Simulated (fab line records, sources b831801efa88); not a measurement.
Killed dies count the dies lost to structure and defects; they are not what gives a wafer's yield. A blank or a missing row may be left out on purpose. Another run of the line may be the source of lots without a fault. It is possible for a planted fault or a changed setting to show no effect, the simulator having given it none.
2 desks, one fault ; flow gf180mcu ; every desk sees just its own numbers, and what lay behind them comes last

== FROM THE METROLOGY DESK ==
What the gauges read, lot by lot, whatever tool the lot ran on: means of the sampled wafers that have a number. If a lot's mean is further than 4 standard deviations from the usual mean, the lot is out of limits and carries the mark OUT (the distance appears in the brackets).
Columns: A = V4_BOW at GF_V4_BOW_MEAS_05, usual 137 um; B = cd-nm at GF_V4_CD_MEAS_14, usual 260.6 nm; C = V4_OVL at GF_V4_OVL_MEAS_15, usual 0 nm
lot;first seen here;A;B;C
L798;day 27 12:41;151;261.0;7
L799;day 27 13:04;129;261.4;7
L807;day 29 19:33;131;261.1;4
L809;day 30 08:32;135;260.8;-6
L810;day 30 14:31;138;259.1;2
This desk found nothing out of limits on any of the 5 lots.

== FOR THE TOOL OWNER'S DESK: rie-diel-01 ==
The tool's own readings at GF_V4_ETCH_17 (etches SiO2 in C4F8/O2/Ar, stops on TiN, target depth 630 nm): means of the sampled wafers that have a number, for each lot that ran on this tool. If a lot's mean is further than 4 standard deviations from the usual mean, the lot is out of limits and carries the mark OUT (the distance appears in the brackets).
Columns: A = oes-product-au at GF_V4_ETCH_17, usual 0.856 a.u.; B = rf-fwd-power-W at GF_V4_ETCH_17, usual 1493 W
lot;first seen here;A;B
L798;day 28 08:00;0.850;1496
L807;day 30 14:00;0.858;1579 (+16) OUT
This desk's finding: out of limits on L807; first on L807, day 30 14:00 (rf-fwd-power-W at GF_V4_ETCH_17). L798: within limits.

== ALL TOGETHER ==
At day 30 14:00, on L807, the tool owner's desk was in a position to raise an alarm.
Metrology desk: nothing out of limits seen.
The metrology desk holds a record of L807, inside its limits.
On rie-diel-01, each named lot ran GF_V4_ETCH_17.

== WHAT THE SIMULATOR HAD INSERTED ==
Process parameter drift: rie-diel-01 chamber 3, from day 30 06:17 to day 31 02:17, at GF_V4_ETCH_17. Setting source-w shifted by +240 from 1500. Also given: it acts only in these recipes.
Shown lots that were struck: L807.
Delay in hours, fault start to first out-of-limits reading, by desk: the tool owner's desk at 8.
